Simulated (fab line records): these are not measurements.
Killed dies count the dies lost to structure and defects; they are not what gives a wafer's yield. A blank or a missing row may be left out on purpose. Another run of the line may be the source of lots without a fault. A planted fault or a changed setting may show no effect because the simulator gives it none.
fab line records	flow sky130
record lots=6	wafers=18	last-day=50
route steps=708 shown SD_N@356 SD_P@359 RES_XHIGH@360 SALICIDE@361 LI_CONTACT@362 PAD_OPEN@708
lots that met no fault: taken from a fault-free run of the same line
start-h: start of the lot's first displayed wafer, in hours after the record's first day	wait-h: hours from the lot's prior step to this one	" as in the row above	L1.1+2: a row that stands for several wafers	- no value present, or no start provided	* or withheld: withheld	< > ~ a bound
route shown NAME@n: names a module that has steps shown in the file, with the first one's number in the route	usual: average and standard deviation across the fault-free wafers	same: alike in all rows	chamber/n: place in a boat	sites: the reading at each site	_std_site: how widely they spread, as a standard deviation	_edge_site: outer sites' mean less inner sites'	radius-mm: for every site, how far away it sits from the centre of the wafer	mask NAME#n: copy n	behind: tool/chamber where the wafer was last shaped	hold: why the lot went on hold/how many hours it stayed there/how the hold came to an end	device: names the non-switching transistor (n, p or np)	end of line: tests run on the same wafers once the route is complete	a step without rows: its recipe alone	killed: not the wafer's yield, but the dies lost to structure and defects at the first sort	map: per-die view of a wafer (x killed, . not killed, _ where there is no die)
set.NAME: setting as actually run; set.NAME@STEP: the setting as run at that earlier step	model.NAME: the simulator's own value behind a step, which no gauge read
lots at some steps of the route; a table a step, a row a wafer
services: the hour from which a tool's chamber was out of use, counted from the record's first day as start-h (under 0 if before that day), plus the number of hours and why
## steps
# step SKY_SD_N_RTA_14
# recipe temp-c=1075	time-s=2	idle-temp-c=650	ramp-up-c-per-s=150	ramp-down-c-per-s=90	ambient=N2
# usual lamp-power-pct=15.73/0.054	wafer_temp_C_max=1078.1/1.3
lot.wafer	tool	chamber	start-h	wait-h	lamp-power-pct	wafer_temp_C_max
L569.2	rtp-anneal-01	0	715.80	0.0	15.68	1077.8
L569.5	"	0	"	"	15.76	1080.1
L569.6	"	0	"	"	15.79	1078.0
L571.1	rtp-anneal-01	0	734.20	0.0	15.76	1077.0
L571.2	"	0	"	"	15.80	1080.3
L571.3	"	0	"	"	15.75	1078.7
L579.1	rtp-anneal-01	0	783.24	0.0	15.78	1077.7
L579.2	"	0	"	"	15.83	1080.2
L579.3	"	0	"	"	15.71	1077.9
L580.2	rtp-anneal-02	0	797.11	0.0	15.76	1077.7
L580.3	"	0	"	"	15.72	1078.5
L580.6	"	0	"	"	15.79	1076.7
L581.1	rtp-anneal-01	0	804.39	0.0	15.69	1078.8
L581.4	"	0	"	"	15.71	1081.2
L581.6	"	0	"	"	15.75	1078.9
L584.1	rtp-anneal-02	0	824.04	0.0	15.62	1075.1
L584.3	"	0	"	"	15.72	1078.3
L584.6	"	0	"	"	15.71	1077.6
# step SKY_SD_N_RS_MEAS_16
# recipe thk-meas-gauge=four-point-probe
# usual SD_N_RS=68.47/0.14
lot.wafer	tool	chamber	start-h	wait-h	SD_N_RS[ohm/sq]
L569.2	film-metro-04	-	716.03	0.1	68.26
L569.5	"	-	"	"	68.16
L569.6	"	-	"	"	68.38
L571.1	film-metro-04	-	734.38	0.1	68.47
L571.2	"	-	"	"	68.33
L571.3	"	-	"	"	68.42
L579.1	film-metro-02	-	783.41	0.1	68.72
L579.2	"	-	"	"	68.58
L579.3	"	-	"	"	68.68
L580.2	film-metro-02	-	797.29	0.1	68.69
L580.3	"	-	"	"	68.66
L580.6	"	-	"	"	68.51
L581.1	film-metro-03	-	804.57	0.1	68.45
L581.4	"	-	"	"	68.61
L581.6	"	-	"	"	68.54
L584.1	film-metro-03	-	824.22	0.1	68.46
L584.3	"	-	"	"	68.31
L584.6	"	-	"	"	68.29
# step SKY_SD_N_RS_MEAS_17
# recipe thk-meas-gauge=four-point-probe
# usual SD_P_RS=146.9/0.4
lot.wafer	tool	chamber	start-h	wait-h	SD_P_RS[ohm/sq]
L569.2	film-metro-04	-	716.15	0.1	146.6
L569.5	"	-	"	"	146.4
L569.6	"	-	"	"	146.8
L571.1	film-metro-04	-	734.50	0.1	146.7
L571.2	"	-	"	"	146.8
L571.3	"	-	"	"	146.6
L579.1	film-metro-02	-	783.53	0.1	147.7
L579.2	"	-	"	"	147.4
L579.3	"	-	"	"	147.4
L580.2	film-metro-02	-	797.41	0.1	147.1
L580.3	"	-	"	"	146.7
L580.6	"	-	"	"	147.0
L581.1	film-metro-03	-	804.69	0.1	147.1
L581.4	"	-	"	"	147.2
L581.6	"	-	"	"	147.1
L584.1	film-metro-03	-	824.34	0.1	146.5
L584.3	"	-	"	"	146.5
L584.6	"	-	"	"	146.5
# step SKY_SD_N_RS_MEAS_18
# recipe thk-meas-gauge=four-point-probe
# usual RES_XHIGH_RS=332.9/1.5
lot.wafer	tool	chamber	start-h	wait-h	RES_XHIGH_RS[ohm/sq]
L569.2	film-metro-04	-	716.27	0.1	334.2
L569.5	"	-	"	"	334.6
L569.6	"	-	"	"	334.7
L571.1	film-metro-04	-	734.62	0.1	332.4
L571.2	"	-	"	"	332.4
L571.3	"	-	"	"	332.4
L579.1	film-metro-02	-	783.65	0.1	335.4
L579.2	"	-	"	"	335.4
L579.3	"	-	"	"	334.7
L580.2	film-metro-02	-	797.53	0.1	334.0
L580.3	"	-	"	"	333.4
L580.6	"	-	"	"	334.3
L581.1	film-metro-03	-	804.81	0.1	332.1
L581.4	"	-	"	"	332.7
L581.6	"	-	"	"	333.2
L584.1	film-metro-03	-	824.46	0.1	330.7
L584.3	"	-	"	"	330.5
L584.6	"	-	"	"	330.3
# step SKY_SALICIDE_CLEAN_00
# recipe chemistry=HF-last	time-s=30	dilution=100:1	dry=ipa-marangoni
# step SKY_LI_CONTACT_HDPCVD_00
# recipe material=PSG	target-thk-nm=930	sigma-open-frac=0.3	time-s=155	temp-c=600	sih4-flow-sccm=60	pressure-mtorr=6
# step SKY_LI_CONTACT_THK_MEAS_01
# recipe reads=PSG_of_LI_CONTACT_HDPCVD_00
# usual LI_CONTACT_HDPCVD_THK=931/9.4
lot.wafer	tool	chamber	start-h	wait-h	LI_CONTACT_HDPCVD_THK[nm]
L569.2	film-metro-03	-	716.50	0.1	938
L569.5	"	-	"	"	939
L569.6	"	-	"	"	934
L571.1	film-metro-03	-	734.86	0.1	933
L571.2	"	-	"	"	933
L571.3	"	-	"	"	937
L579.1	film-metro-03	-	783.89	0.1	934
L579.2	"	-	"	"	932
L579.3	"	-	"	"	944
L580.2	film-metro-04	-	797.76	0.1	937
L580.3	"	-	"	"	930
L580.6	"	-	"	"	929
L581.1	film-metro-04	-	805.05	0.1	942
L581.4	"	-	"	"	938
L581.6	"	-	"	"	942
L584.1	film-metro-02	-	824.70	0.1	935
L584.3	"	-	"	"	933
L584.6	"	-	"	"	946
# step SKY_LI_CONTACT_CMP_02
# recipe material=PSG	down-force-psi=4	platen-rpm=60	pad-velocity-m-s=0.94248
# usual motor-current-A=12.1/1.7	time-to-endpoint-s=32.6/2.7
lot.wafer	tool	chamber	start-h	wait-h	motor-current-A	time-to-endpoint-s
L569.2	cmp-01	3	716.55	0.0	9.3	36.0
L569.5	"	3	"	"	9.1	36.1
L569.6	"	0	"	"	9.7	33.4
L571.2	cmp-02	2	734.92	0.0	14.2	35.0
L571.1	"	0	"	"	11.7	34.8
L571.3	"	1	"	"	13.3	34.6
L579.2	cmp-02	1	783.95	0.0	13.3	32.8
L579.3	"	2	"	"	14.3	35.0
L579.1	"	3	"	"	13.1	32.4
L580.3	cmp-01	1	797.91	0.1	12.8	30.2
L580.2	"	2	"	"	14.1	27.9
L580.6	"	3	"	"	8.9	33.6
L581.1	cmp-01	0	805.21	0.2	9.6	33.9
L581.4	"	1	"	"	12.9	33.1
L581.6	"	2	"	"	13.4	30.4
L584.1	cmp-02	1	824.86	0.1	13.0	28.9
L584.3	"	2	"	"	14.0	28.2
L584.6	"	3	"	"	14.0	32.2
# step SKY_LI_CONTACT_BOW_MEAS_03
# recipe mode=bow
# usual LI_CONTACT_BOW=56/6.4
lot.wafer	tool	chamber	start-h	wait-h	LI_CONTACT_BOW[um]
L569.2	film-metro-03	-	716.87	0.3	49
L569.5	"	-	"	"	66
L569.6	"	-	"	"	65
L571.1	film-metro-02	-	735.22	0.1	57
L571.2	"	-	"	"	53
L571.3	"	-	"	"	56
L579.1	film-metro-02	-	784.25	0.1	59
L579.2	"	-	"	"	57
L579.3	"	-	"	"	60
L580.2	film-metro-03	-	798.13	0.1	40
L580.3	"	-	"	"	41
L580.6	"	-	"	"	47
L581.1	film-metro-02	-	805.41	0.1	64
L581.4	"	-	"	"	57
L581.6	"	-	"	"	55
L584.1	film-metro-03	-	825.06	0.1	39
L584.3	"	-	"	"	60
L584.6	"	-	"	"	59
# step SKY_LI_CONTACT_DEHYDRATE_04
# recipe temp-c=200	time-s=60
# step SKY_LI_CONTACT_HMDS_05
# recipe prime-time-s=60	prime-temp-c=120
# step SKY_LI_CONTACT_COAT_06
# recipe resist=BARC	temp-c=withheld	time-s=withheld	spin-rpm=3000	resist-thk-nm=60
lot.wafer	tool	chamber	start-h	wait-h
L569.2+5+6	litho-track-03	0	730.35	0.1
L571.1+2+3	litho-track-04	0	748.43	0.1
L579.1+2+3	litho-track-03	0	798.42	0.1
L580.2+3+6	litho-track-04	0	810.25	0.1
L581.1+4+6	litho-track-04	0	818.58	0.1
L584.1+3+6	litho-track-03	0	836.97	0.1
# step SKY_LI_CONTACT_COAT_07
# recipe resist=KrF-thick	spin-rpm=3000	resist-thk-nm=450
# step SKY_LI_CONTACT_SOFTBAKE_08
# recipe temp-c=100	time-s=90	resist=KrF-thick
# step SKY_LI_CONTACT_EXPOSE_09
# recipe mask-id=LICM1	na=0.8	source-shape=annular	sigma-inner=0.55	sigma-outer=0.85	target-cd-nm=170	dose-mj=38
# step SKY_LI_CONTACT_PEB_10
# recipe peb-temp-c=withheld	peb-time-s=withheld	resist=KrF-thick
# step SKY_LI_CONTACT_DEVELOP_11
# recipe develop-time-s=60	resist=KrF-thick	dev-temp-c=21
# step SKY_LI_CONTACT_CD_MEAS_12
# recipe target-cd-nm=170
# usual cd-nm=169.7/1.4
lot.wafer	tool	chamber	start-h	wait-h	cd-nm
L569.2	cd-sem-02	-	745.30	-	172.0
L569.5	"	-	"	"	171.2
L569.6	"	-	"	"	171.9
L571.1	cd-sem-01	-	762.37	-	170.3
L571.2	"	-	"	"	171.4
L571.3	"	-	"	"	170.0
L579.1	cd-sem-01	-	811.08	-	170.0
L579.2	"	-	"	"	168.9
L579.3	"	-	"	"	169.3
L580.2	cd-sem-02	-	823.94	-	168.8
L580.3	"	-	"	"	172.0
L580.6	"	-	"	"	169.5
L581.1	cd-sem-01	-	832.52	-	168.7
L581.4	"	-	"	"	169.4
L581.6	"	-	"	"	168.2
L584.1	cd-sem-01	-	850.43	-	169.5
L584.3	"	-	"	"	169.1
L584.6	"	-	"	"	170.3
# step SKY_LI_CONTACT_OVL_MEAS_13
# usual LI_CONTACT_OVL=-2/6.6
lot.wafer	tool	chamber	start-h	wait-h	LI_CONTACT_OVL[nm]
L569.2	overlay-02	-	745.40	0.1	-4
L569.5	"	-	"	"	-9
L569.6	"	-	"	"	-14
L571.1	overlay-01	-	762.49	0.1	-4
L571.2	"	-	"	"	-4
L571.3	"	-	"	"	-3
L579.1	overlay-02	-	811.20	0.1	3
L579.2	"	-	"	"	3
L579.3	"	-	"	"	2
L580.2	overlay-01	-	824.05	0.1	-5
L580.3	"	-	"	"	-9
L580.6	"	-	"	"	-16
L581.1	overlay-02	-	832.64	0.1	-6
L581.4	"	-	"	"	-12
L581.6	"	-	"	"	-9
L584.1	overlay-02	-	850.55	0.1	-5
L584.3	"	-	"	"	0
L584.6	"	-	"	"	-1
# step SKY_LI_CONTACT_ETCH_14
# recipe chemistry=N2/H2	target=BARC	ion-energy-ev=200	source-w=500	bias-w=100	pressure-mtorr=30	n2-flow-sccm=100	h2-flow-sccm=200	stop-on=SiO2	time-s=45.9	target-depth-a=600
# usual drypump-motor-current-A=5.6/0.32	oes-product-au=0.855/0.0046	throttle-valve-pct=13.226/0.009
lot.wafer	tool	chamber	start-h	wait-h	drypump-motor-current-A	oes-product-au	rf-hours-counter-h	throttle-valve-pct	model.etch.depth-nm
L569.2	rie-diel-02	0	745.43	0.0	5.6	0.865	15	13.232	59.83
L569.5	"	0	"	"	5.6	0.848	-	13.225	60.02
L569.6	"	3	"	"	5.2	0.858	-	13.218	59.85
L571.1	rie-diel-02	3	762.53	0.0	5.3	0.854	11	13.229	60.12
L571.2	"	0	"	"	5.6	0.860	15	13.227	60.28
L571.3	"	2	"	"	6.0	0.851	7	13.216	60.02
L579.1	rie-diel-03	3	811.23	0.0	5.5	0.850	17	13.238	60.14
L579.2	"	2	"	"	6.3	0.863	7	13.216	60.12
L579.3	"	0	"	"	5.8	0.850	19	13.223	60.12
L580.2	rie-diel-03	1	824.08	0.0	5.5	0.844	7	13.229	59.3
L580.3	"	3	"	"	5.5	0.847	17	13.213	59.35
L580.6	"	0	"	"	5.9	0.853	-	13.215	59.32
L581.1	rie-diel-04	1	832.68	0.0	5.8	0.845	23	13.218	59.04
L581.4	"	2	"	"	5.2	0.844	15	13.229	59.05
L581.6	"	2	"	"	5.2	0.853	-	13.225	59.05
L584.1	rie-diel-02	0	850.58	0.0	5.6	0.850	18	13.225	60.1
L584.3	"	2	"	"	6.0	0.861	10	13.214	60.16
L584.6	"	1	"	"	5.7	0.850	-	13.228	60.13
# step SKY_LI_CONTACT_ETCH_15
# recipe target=PSG	chemistry=C4F8/O2/Ar	stop-on=Si	taper-deg=4.15	mask-material=KrF-thick	source-w=1500	bias-w=1200	pressure-mtorr=40	c4f8-flow-sccm=withheld	O2_flow_sccm=6	Ar_flow_sccm=300	time-s=withheld	target-depth-a=6000
# usual oes-product-au=0.836/0.005
lot.wafer	tool	chamber	start-h	wait-h	oes-product-au
L569.2	rie-diel-02	0	745.48	0.0	0.836
L569.5	"	0	"	"	0.838
L569.6	"	3	"	"	0.841
L571.1	rie-diel-02	3	762.57	0.0	0.841
L571.2	"	0	"	"	0.839
L571.3	"	2	"	"	0.839
L579.1	rie-diel-03	3	811.28	0.0	0.829
L579.2	"	2	"	"	0.826
L579.3	"	0	"	"	0.832
L580.2	rie-diel-03	1	824.12	0.0	0.831
L580.3	"	3	"	"	0.838
L580.6	"	0	"	"	0.840
L581.1	rie-diel-04	1	832.72	0.0	0.840
L581.4	"	2	"	"	0.832
L581.6	"	2	"	"	0.839
L584.1	rie-diel-02	0	850.63	0.0	0.842
L584.3	"	2	"	"	0.833
L584.6	"	1	"	"	0.839
# step SKY_PAD_OPEN_PROBE_99
# usual killed_at_M0_to_M3=44/7.7	killed_at_M4_up=3.2/1.7	killed-at-contacts=24/5.3	killed-at-front-end=15/4.3	killed-at-other=0.3/0.57	killed-dies=87/11	killed-open=47/7.4	killed-short=40/6.5
# same gross-dies=492	killed-at-back-side=0
lot.wafer	tool	chamber	start-h	wait-h	killed_at_M0_to_M3	killed_at_M4_up	killed-at-contacts	killed-at-front-end	killed-at-other	killed-dies	killed-open	killed-short
L569.2	prober-02	-	1123.25	0.1	38	1	20	14	1	74	38	36
L569.5	prober-02	-	1123.40	0.2	44	1	18	10	0	73	43	30
L569.6	prober-02	-	1123.45	0.2	42	2	17	9	0	70	41	29
L581.1	prober-02	-	1187.54	0.1	36	1	24	16	1	78	39	39
L581.4	prober-02	-	1187.69	0.2	38	2	22	17	0	79	43	36
L581.6	prober-02	-	1187.79	0.2	33	3	20	23	0	79	43	36
# killed by level:class
L569.2 VIA1:geometric-particle:open=8 LI_CONTACT:geometric-particle:open=7 CONTACT:geometric-particle:open=7 METAL2:geometric-particle:short=6 METAL1:geometric-particle:short=5 FIELD_ISO:geometric-particle:short=4 FIELD_ISO:geometric-particle:open=4 VIA3:geometric-particle:open=4
L569.5 VIA2:geometric-particle:open=11 VIA1:geometric-particle:open=9 LI_CONTACT:geometric-particle:open=6 CONTACT:geometric-particle:open=6 VIA1:geometric-particle:short=6 METAL2:geometric-particle:short=4 METAL1:geometric-particle:short=4 LOCAL_INTERCONNECT:geometric-particle:short=3
L569.6 VIA1:geometric-particle:open=9 CONTACT:geometric-particle:short=7 VIA3:geometric-particle:open=7 VIA2:geometric-particle:open=7 VIA1:geometric-particle:short=6 FIELD_ISO:geometric-particle:open=4 LI_CONTACT:geometric-particle:open=4 CONTACT:geometric-particle:open=4
L581.1 CONTACT:geometric-particle:open=8 VIA1:geometric-particle:open=7 VIA3:geometric-particle:open=7 VIA1:geometric-particle:short=6 FIELD_ISO:geometric-particle:open=5 FIELD_ISO:geometric-particle:short=5 CONTACT:geometric-particle:short=5 VIA3:geometric-particle:short=5
L581.4 VIA3:geometric-particle:open=9 VIA1:geometric-particle:open=7 LI_CONTACT:geometric-particle:open=6 CONTACT:geometric-particle:short=6 VIA2:geometric-particle:open=6 FIELD_ISO:geometric-particle:short=5 POLY_GATE:geometric-particle:short=4 LOCAL_INTERCONNECT:geometric-particle:short=4
L581.6 VIA1:geometric-particle:open=9 LI_CONTACT:geometric-particle:open=6 FIELD_ISO:geometric-particle:open=5 CONTACT:geometric-particle:open=5 FIELD_ISO:geometric-particle:short=4 POLY_GATE:geometric-particle:short=4 VIA2:geometric-particle:open=4 LOCAL_INTERCONNECT:geometric-particle:short=4
## services
tool	chamber	start-h	hours	kind
rie-diel-02	1	696.86	-	clean
rie-diel-02	1	696.86	32.8	scheduled-down
rie-diel-02	1	696.86	32.8	vent-cycle
cmp-01	-	701.89	2.1	repair
rie-diel-04	3	740.84	-	clean
rie-diel-04	3	740.84	23.5	scheduled-down
rie-diel-04	3	740.84	23.5	vent-cycle
rie-diel-04	2	744.60	1.9	repair
cmp-02	-	744.68	4.0	pm
cmp-02	-	748.68	-	consumable-replace:conditioner
cmp-02	-	748.68	-	consumable-replace:pad
rie-diel-04	-	748.89	14.6	pm
cmp-01	-	761.34	11.3	pm
rie-diel-03	2	762.57	9.9	repair
rie-diel-04	0	773.69	5.7	repair
cmp-02	-	797.60	1.1	repair
rie-diel-04	0	798.25	3.8	repair
cmp-02	-	820.43	0.6	repair
cmp-01	-	823.54	1.1	repair
rie-diel-03	-	830.79	0.3	repair
cmp-02	-	832.52	1.5	repair
rie-diel-04	1	834.52	3.9	repair
cmp-02	-	843.39	15.6	pm
## key
first-sign none at tools or gauges
model-effect step=SKY_LI_CONTACT_ETCH_14	value=etch.depth-nm	without=60.24	struck=59.19
met-at SKY_LI_CONTACT_COAT_06
struck-wafers L580.2,L580.3,L580.6,L581.1,L581.4,L581.6
tester-left-out L580,L581
onset-between 748.43 810.25
also-fits SKY_LI_CONTACT_CMP_02:cmp-01
fault kind=process-parameter-drift	tool=litho-track-04	chamber=-	onset-h=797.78	steps=SKY_LI_CONTACT_COAT_06	channel=resist-thk-nm	offset=-1.0495	shape=step	end-h=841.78	acts-in=these-recipes-only	stated=60
# tester-left-out: of these lots the tester's yield and bins aren't shown, on N5 and GAA mostly nor the transistor test; their killed dies are dies lost to structure and defects alone, not to doping, threshold or leakage, so they don't give the yield
